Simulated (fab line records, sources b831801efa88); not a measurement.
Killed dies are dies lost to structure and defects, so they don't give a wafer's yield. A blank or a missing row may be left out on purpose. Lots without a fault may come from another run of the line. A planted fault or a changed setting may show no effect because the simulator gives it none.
Which tool did it? | flow sky130 | 10 lots, 30 wafers sampled, at 6 steps of a route of 708

WHAT THE GAUGES READ, wafer by wafer
SKY_CONTACT_OVL_MEAS_15. Usual: CONTACT_OVL 1 nm, standard deviation 5.5.
lot  | measured     | on         | CONTACT_OVL (nm) | flag
L720 | day 31 03:38 | overlay-01 | 12 6 9           |
L723 | day 31 23:53 | overlay-01 | 0 3 -7           |
L726 | day 33 22:17 | overlay-02 | -4 -2 -8         |
L725 | day 34 01:44 | overlay-02 | 4 6 8            |
L731 | day 34 23:13 | overlay-02 | 3 7 7            |
L737 | day 36 22:14 | overlay-02 | 0 -7 0           |
L740 | day 37 20:19 | overlay-02 | -1 3 -4          |
L741 | day 37 21:07 | overlay-02 | 11 5 10          |
L742 | day 38 09:11 | overlay-01 | 2 1 1            |
L743 | day 38 18:20 | overlay-02 | 9 9 6            |

SKY_VIA1_OVL_MEAS_13. Usual: VIA1_OVL 1 nm, standard deviation 5.
lot  | measured     | on         | VIA1_OVL (nm) | flag
L720 | day 33 12:37 | overlay-01 | 3 2 7         |
L723 | day 34 09:34 | overlay-02 | -2 4 2        |
L726 | day 36 07:52 | overlay-02 | 6 2 4         |
L725 | day 36 11:28 | overlay-01 | -7 -4 -7      |
L731 | day 37 08:28 | overlay-01 | -1 9 2        |
L737 | day 39 05:28 | overlay-01 | 8 5 8         |
L740 | day 40 02:04 | overlay-01 | -13 -3 -3     |
L741 | day 40 03:22 | overlay-01 | -7 -8 -5      |
L742 | day 40 13:17 | overlay-01 | -1 2 3        |
L743 | day 40 22:29 | overlay-02 | 6 9 0         |

SKY_VIA4_RS_MEAS_19: measures by four-point-probe. Usual: VIA4_W_RS 0.2270 ohm/sq, standard deviation 0.0026.
lot  | measured     | on            | VIA4_W_RS (ohm/sq)   | flag
L720 | day 42 13:41 | film_metro-04 | 0.2287 0.2287 0.2297 |
L723 | day 43 05:31 | film_metro-04 | 0.2288 0.2302 0.2248 |
L726 | day 44 18:53 | film_metro-04 | 0.2244 0.2265 0.2286 |
L725 | day 45 01:16 | film_metro-02 | 0.1430 0.2290 0.1414 | OFF
L731 | day 45 16:10 | film_metro-03 | 0.1420 0.2266 0.2268 | OFF
L737 | day 47 06:08 | film_metro-03 | 0.2214 0.2276 0.2222 |
L740 | day 47 22:52 | film_metro-04 | 0.2295 0.2284 0.2283 |
L741 | day 47 23:53 | film_metro-02 | 0.2263 0.2245 0.2255 |
L742 | day 48 05:35 | film_metro-02 | 0.2279 0.2282 0.2284 |
L743 | day 48 15:19 | film_metro-04 | 0.2275 0.2260 0.2295 |

SKY_VIA4_THK_MEAS_20: measures by xrf. Usual: VIA4_W_THK 518 nm, standard deviation 7.
lot  | measured     | on            | VIA4_W_THK (nm) | flag
L720 | day 42 13:47 | film_metro-04 | 515 515 513     |
L723 | day 43 05:38 | film_metro-04 | 519 514 526     |
L726 | day 44 19:00 | film_metro-04 | 531 523 522     |
L725 | day 45 01:23 | film_metro-02 | 837 516 841     | OFF
L731 | day 45 16:17 | film_metro-03 | 843 516 518     | OFF
L737 | day 47 06:14 | film_metro-03 | 529 511 527     |
L740 | day 47 22:59 | film_metro-04 | 508 512 516     |
L741 | day 48 00:01 | film_metro-02 | 517 522 520     |
L742 | day 48 05:41 | film_metro-02 | 517 512 517     |
L743 | day 48 15:26 | film_metro-04 | 515 522 511     |

WHICH TOOL RAN EACH LOT (tool, then ch and the chambers of the sampled wafers, then the start)
lot  | SKY_CONTACT_ETCH_16                | SKY_VIA4_CVD_18
L720 | rie_diel-01 ch 0,1,3, day 31 03:40 | cvd_w-02 ch 0,1, day 42 13:31
L723 | rie_diel-04 ch 2,3, day 31 23:55   | cvd_w-01 ch 0,1, day 43 05:22
L726 | rie_diel-01 ch 1,3, day 33 22:19   | cvd_w-02 ch 0,1, day 44 18:44
L725 | rie_diel-03 ch 0,1, day 34 01:46   | cvd_w-02 ch 0,1, day 45 01:07
L731 | rie_diel-04 ch 1,2,3, day 34 23:15 | cvd_w-02 ch 0,1, day 45 16:01
L737 | rie_diel-03 ch 0,1,3, day 36 22:16 | cvd_w-01 ch 0,1, day 47 05:59
L740 | rie_diel-04 ch 0,1, day 37 20:21   | cvd_w-02 ch 0,1, day 47 22:42
L741 | rie_diel-03 ch 0,1,2, day 37 21:10 | cvd_w-02 ch 0,1, day 47 23:44
L742 | rie_diel-01 ch 0,2,3, day 38 09:13 | cvd_w-02 ch 0,1, day 48 05:25
L743 | rie_diel-03 ch 1,3, day 38 18:22   | cvd_w-02 ch 0,1, day 48 15:09
- SKY_CONTACT_ETCH_16: etches BARC in N2/H2, stops on SiO2, time 45.9 s, target depth 60 nm.
- SKY_VIA4_CVD_18: deposits W, target thk 505 nm, time 152.14 s.

WHAT THE TOOLS THEMSELVES READ (means of the sampled wafers that have a number; where no wafer has one, the mark that the record gives instead)
SKY_CONTACT_ETCH_16. Usual: drypump_motor_current_A 5.6 A, standard deviation 0.35; oes_product_au 0.854 a.u., standard deviation 0.0044; throttle_valve_pct 13.225 %, standard deviation 0.0093.
lot  | tool        | drypump_motor_current_A (A) | oes_product_au (a.u.) | throttle_valve_pct (%) | flag
L720 | rie_diel-01 | 6.2                         | 0.859                 | 13.225                 |
L723 | rie_diel-04 | 5.7                         | 0.854                 | 13.219                 |
L726 | rie_diel-01 | 6.3                         | 0.856                 | 13.225                 |
L725 | rie_diel-03 | 5.5                         | 0.856                 | 13.227                 |
L731 | rie_diel-04 | 5.5                         | 0.854                 | 13.227                 |
L737 | rie_diel-03 | 5.5                         | 0.854                 | 13.228                 |
L740 | rie_diel-04 | 5.3                         | 0.860                 | 13.230                 |
L741 | rie_diel-03 | 5.5                         | 0.852                 | 13.222                 |
L742 | rie_diel-01 | 5.9                         | 0.859                 | 13.224                 |
L743 | rie_diel-03 | 5.4                         | 0.854                 | 13.218                 |

SKY_VIA4_CVD_18. Usual: heater_power_outer_w 525 W, standard deviation 24; heater_power_w 840 W, standard deviation 17.
lot  | tool     | heater_power_outer_w (W) | heater_power_w (W) | flag
L720 | cvd_w-02 | 521                      | 845                |
L723 | cvd_w-01 | 499                      | 832                |
L726 | cvd_w-02 | 534                      | 845                |
L725 | cvd_w-02 | 547                      | 849                |
L731 | cvd_w-02 | 532                      | 861                |
L737 | cvd_w-01 | 500                      | 824                |
L740 | cvd_w-02 | 530                      | 843                |
L741 | cvd_w-02 | 541                      | 848                |
L742 | cvd_w-02 | 553                      | 832                |
L743 | cvd_w-02 | 533                      | 837                |

THE ANSWER, worked out from the rows above alone
Rule: a lot is off if the mean of its wafers that have a number lies more than 3 standard deviations from the usual mean. A lot without any number at a reading at which 4 lots or more have one is off too. The other lots that the step has rows for count as sound. The gauges are gone through in route order, then the tools' own readings, and for those a lot's mean is taken as printed above. The first step at which some lot is off is used, and at that step the reading that is off furthest; a lot without a number counts as furthest.
Off: L725, L731, at SKY_VIA4_RS_MEAS_19 (VIA4_W_RS).
A tool fits if, at a process step before that reading, it ran every lot that is off, and no sound lot after the first of them. The gauges at SKY_VIA4_RS_MEAS_19 are tried like those tools. None of those tried fits.

WHAT THE SIMULATOR HAD PUT IN
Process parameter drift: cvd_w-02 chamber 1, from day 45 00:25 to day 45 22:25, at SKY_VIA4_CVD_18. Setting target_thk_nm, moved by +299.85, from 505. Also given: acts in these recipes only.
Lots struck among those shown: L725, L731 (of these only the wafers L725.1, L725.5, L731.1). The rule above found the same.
